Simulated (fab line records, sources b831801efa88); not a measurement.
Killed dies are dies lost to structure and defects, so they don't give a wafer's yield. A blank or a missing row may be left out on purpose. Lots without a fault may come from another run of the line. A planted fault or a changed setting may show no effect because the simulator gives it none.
Chamber matching | flow gf180mcu | GF_V5_CMP_26 on cmp-01: 3 sister chambers
The step polishes, stops on SiO2, t overpolish 15 s, target thk 0 nm. 16 wafers are shown with their chamber, then 7 later ones without.

WAFERS WITH THEIR CHAMBER
wafer  | chamber | time_to_endpoint_s (s) | head_pressure_psi (psi) | motor_current_A (A)
L397.1 | 2       | 84                     | 3.491                   | 10.2
L397.2 | 0       | 88                     | 3.483                   | 9.9
L397.4 | 1       | 78                     | 3.501                   | 10.3
L401.4 | 1       | 83                     | 3.492                   | 9.2
L401.5 | 1       | 82                     | 3.506                   | 9.3
L401.6 | 0       | 89                     | 3.491                   | 9.9
L403.1 | 2       | 90                     | 3.513                   | 10.0
L403.2 | 1       | 85                     | 3.490                   | 9.6
L403.6 | 0       | 91                     | 3.504                   | 10.2
L405.1 | 0       | 91                     | 3.502                   | 10.7
L405.2 | 2       | 90                     | 3.504                   | 10.0
L405.6 | 2       | 90                     | 3.501                   | 10.1
L406.1 | 2       | 90                     | 3.503                   | 9.8
L406.2 | 1       | 80                     | 3.488                   | 10.2
L406.3 | 0       | 88                     | 3.496                   | 9.8
L413.1 | 1       | 84                     | 3.502                   | 10.2

SIGNATURES (means of the wafers above)
reading            | chamber 0 | chamber 1 | chamber 2 | scatter within a chamber
time_to_endpoint_s | 89.40     | 82.00     | 88.80     | 2.35
head_pressure_psi  | 3.49520   | 3.49650   | 3.50240   | 0.00791
motor_current_A    | 10.100    | 9.800     | 10.020    | 0.377
Rule: a wafer's distance from a chamber is the root of the sum, over the readings, of the square of ((its reading less the chamber's mean) divided by the reading's scatter). The wafer belongs to the nearest chamber; if the next one is less than 2 further off, it can't be placed. The scatter: the root of (the sum of the squares of (reading less its chamber's mean) over the shown wafers, divided by (wafers less chambers)).

WAFERS WITHOUT THEIR CHAMBER
wafer  | time_to_endpoint_s (s) | head_pressure_psi (psi) | motor_current_A (A)
L413.2 | 90                     | 3.500                   | 10.8
L413.5 | 90                     | 3.507                   | 10.0
L414.1 | 81                     | 3.496                   | 9.7
L414.5 | 82                     | 3.499                   | 9.5
L414.6 | 92                     | 3.510                   | 10.5
L415.1 | 87                     | 3.505                   | 10.5
L415.5 | 89                     | 3.502                   | 10.3

WHICH CHAMBER EACH WENT THROUGH
wafer  | from the rows above          | in truth
L413.2 | can't be placed: 0 or 2      | 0
L413.5 | can't be placed: 2 or 0      | 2
L414.1 | 1                            | 1
L414.5 | 1                            | 1
L414.6 | can't be placed: 2 or 0      | 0
L415.1 | can't be placed: 2 or 0 or 1 | 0
L415.5 | can't be placed: 2 or 0      | 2
Placed correctly: 2 of 7. Can't be placed from these rows: 5 (the true chamber is among the candidates in 5). Placed wrongly: 0.
